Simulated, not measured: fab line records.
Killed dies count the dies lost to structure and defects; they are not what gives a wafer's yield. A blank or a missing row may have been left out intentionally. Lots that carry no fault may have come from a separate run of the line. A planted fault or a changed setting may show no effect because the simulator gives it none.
Code-filled problem report in 8D (eight disciplines) form	flow sky130	the parts of the form that need people (team, actions taken, sign-off) are left out

1. WHAT IS WRONG
doseIonsCm2 at SKY_LDD_N_IMPLANT_15 reads a mean of 4e+12 on 6 wafers of 2 lots; wafers without a fault read 5e+12 with a standard deviation of 5e+09. So: -99 or more standard deviations from the usual mean.
First observed at day 24 08:20: wafer L556.1, on implanter-02. At this step, 18 wafers from 6 lots have a number in the record. By rule, "out" or "out of limits" means more than 4 standard deviations away from the usual mean. The rest of the wafers with a number are treated as sound.

2. WHAT IT IS, WHAT IT ISN'T
question	is	is not
which readings at this step	doseIonsCm2, faradayCurrentUA	-
which lots	L556, L558	L540, L543, L560, L561
which wafers of those lots	all that have a number	-
read on which tools	implanter-02	implanter-03, implanter-04
when	from day 24 08:20	up to then (6 sound wafers); but 6 sound wafers of L560, L561 came after

3. THE SUSPECTS, EACH WITH WHAT RULES IT OUT
Counting: a tool at any process step up to the reading remains a suspect when it ran all the lots that are out and ran no sound lot after the first of those.
- implanter-02 at SKY_LDD_N_IMPLANT_15: kept. It processed each lot that is out, first L556 at day 24 08:20, and no sound lot thereafter; up to then, the last sound lot it processed was L543 at day 20 09:37. Its own doseIonsCm2, faradayCurrentUA readings are out on those wafers.
Remaining after the count: implanter-02 at SKY_LDD_N_IMPLANT_15.

4. THE CAUSE (what the simulator had put in)
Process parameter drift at SKY_LDD_N_IMPLANT_15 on implanter-02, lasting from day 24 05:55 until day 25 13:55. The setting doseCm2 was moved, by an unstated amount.
The count eliminated every tool but this one.

5. THE CHAIN OF EFFECTS, in route order
Rows list readings where the struck wafers' mean (over those with a number) sits beyond 3 standard deviations from the usual. Only readings for which the record gives a usual standard deviation are gone through. hours: the time from each lot's start at the first step in this table that gives one to its start at this step, as a median over the lots. sigmas: the change in usual standard deviations.
hours	step	reading	usual	on struck wafers	change	sigmas
0	SKY_LDD_N_IMPLANT_15	doseIonsCm2	5e+12	4e+12	-1e+12	-99 or more
0	SKY_LDD_N_IMPLANT_15	faradayCurrentUA	28.2	20.8	-7.4	-13
Its process steps:
- SKY_LDD_N_IMPLANT_15

6. HOW IT WOULD HAVE BEEN CAUGHT EARLIER
In this record no reading fell out of limits until day 24 08:20, 2 hours after the fault had begun at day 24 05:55.
